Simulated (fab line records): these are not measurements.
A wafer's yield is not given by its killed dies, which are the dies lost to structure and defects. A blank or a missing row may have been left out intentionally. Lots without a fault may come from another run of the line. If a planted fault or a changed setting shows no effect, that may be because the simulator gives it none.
Chamber matching | flow sky130 | 4 sister chambers for SKY_POLY_GATE_ETCH_17 on rie si-01
The step etches poly-Si in HBr/Cl2, stops on SiO2, target depth 180 nm, time 70.5 s. 4 wafers are shown with their chamber, then 8 later ones without.

== WAFERS PAIRED WITH THEIR CHAMBERS ==
wafer  | chamber | drypump motor current A (A)
L736.1 | 3       | 5.8
L737.4 | 0       | 6.7
L737.6 | 1       | 5.3
L749.1 | 2       | 5.7

== WAFERS WHOSE CHAMBER IS MISSING ==
wafer  | drypump motor current A (A)
L749.4 | 5.2
L749.6 | 5.7
L751.2 | 5.2
L751.5 | 5.9
L751.6 | 6.7
L753.3 | 5.3
L753.4 | 5.8
L753.5 | 5.6

== CHAMBER TAKEN BY EACH ==
wafer  | from the rows above     | in truth
L749.4 | 1                       | 1
L749.6 | can't be placed: 2 or 3 | 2
L751.2 | 1                       | 1
L751.5 | can't be placed: 3 or 2 | 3
L751.6 | 0                       | 0
L753.3 | 1                       | 1
L753.4 | can't be placed: 3 or 2 | 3
L753.5 | can't be placed: 2 or 3 | 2
Correct placement for 4 of the 8. From these rows, 4 cannot be placed; in 4 the true chamber is one of the candidates. 0 placed wrongly.
How it was worked out, from the rows above alone: a wafer's distance from a chamber is the root of the sum, over the readings, of the square of ((its reading less the chamber's mean) divided by the reading's scatter). The wafer belongs to the nearest chamber; if the next one is less than 2 further off, it can't be placed. Each chamber's mean is taken over the wafers shown for it. The scatter (one wafer shown for each chamber): square how far every hidden wafer sits from the nearest shown wafer, average those squares and take the square root.
